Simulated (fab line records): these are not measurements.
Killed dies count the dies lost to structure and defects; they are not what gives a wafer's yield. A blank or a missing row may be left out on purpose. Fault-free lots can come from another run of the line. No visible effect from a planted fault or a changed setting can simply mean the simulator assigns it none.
One fault seen from 2 desks || flow gf180mcu || each desk holds nothing but its own numbers, with what lay behind them at the end

AT THE METROLOGY DESK
Lot by lot, what the gauges showed, no matter which tool ran the lot: averages of those sampled wafers that carry a number. If a lot's mean is further than 4 standard deviations from the usual mean, the lot is out of limits and carries the mark OUT (the distance appears in the brackets).
Columns: A = V5_W_RS at GF_V5_RS_MEAS_24, usual 0.326 ohm/sq
{"lot": "L217", "first seen here": "day 27 01:38", "A": 0.325}
{"lot": "L218", "first seen here": "day 27 14:26", "A": 0.322}
{"lot": "L219", "first seen here": "day 27 20:29", "A": 0.323}
{"lot": "L220", "first seen here": "day 28 02:55", "A": 0.323}
{"lot": "L221", "first seen here": "day 28 04:47", "A": 0.323}
{"lot": "L230", "first seen here": "day 31 09:26", "A": 0.327}
{"lot": "L231", "first seen here": "day 31 16:04", "A": 0.329}
{"lot": "L233", "first seen here": "day 31 23:43", "A": 0.326}
{"lot": "L234", "first seen here": "day 32 09:08", "A": 0.327}
{"lot": "L235", "first seen here": "day 32 16:35", "A": 0.329}
{"lot": "L236", "first seen here": "day 32 20:08", "A": 0.332}
{"lot": "L237", "first seen here": "day 33 05:20", "A": 0.327}
{"lot": "L239", "first seen here": "day 33 08:04", "A": 0.327}
{"lot": "L240", "first seen here": "day 33 11:27", "A": 0.327}
This desk's finding: nothing out of limits on any of the 14 lots.

THE TOOL OWNER'S DESK: cmp-01
The tool's own readings at GF_V5_CMP_26 (polishes, stops on SiO2, t overpolish 15 s, target thk 0 nm): means of the sampled wafers that have a number, for each lot that ran on this tool. If a lot's mean is further than 4 standard deviations from the usual mean, the lot is out of limits and carries the mark OUT (the distance appears in the brackets).
Columns: A = motorCurrentA at GF_V5_CMP_26, usual 10.8 A; B = overpolishRunS at GF_V5_CMP_26, usual 15.001 s; C = timeToEndpointS at GF_V5_CMP_26, usual 84 s
{"lot": "L218", "first seen here": "day 27 14:42", "A": 11.0, "B": 15.010, "C": 88}
{"lot": "L219", "first seen here": "day 27 20:40", "A": 11.3, "B": 14.995, "C": 84}
{"lot": "L220", "first seen here": "day 28 03:05", "A": 11.3, "B": "10.015 (-99 or more) OUT", "C": "102 (+4.7) OUT"}
{"lot": "L221", "first seen here": "day 28 05:02", "A": 11.1, "B": "5.035 (-99 or more) OUT", "C": "115 (+8.2) OUT"}
{"lot": "L231", "first seen here": "day 31 16:15", "A": 11.3, "B": 15.006, "C": 81}
{"lot": "L239", "first seen here": "day 33 08:19", "A": 10.8, "B": 15.005, "C": 84}
This desk's finding: out of limits on L220, L221; first on L220, day 28 03:05 (overpolishRunS at GF_V5_CMP_26). L218, L219, L231, L239: within limits.

TAKEN TOGETHER
An alarm could have come from the tool owner's desk at day 28 03:05, on L220, L221.
Nothing out of limits was seen by the metrology desk.
The metrology desk has L220, L221 on record, within its limits.
All the named lots went through GF_V5_CMP_26 on cmp-01.

WHAT THE SIMULATOR HAD INSERTED
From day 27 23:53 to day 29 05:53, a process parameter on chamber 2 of cmp-01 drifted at GF_V5_CMP_26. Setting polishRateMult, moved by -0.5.
Shown lots that were struck: L220, L221.
Delay in hours, fault start to first out-of-limits reading, by desk: the tool owner's desk at 3.
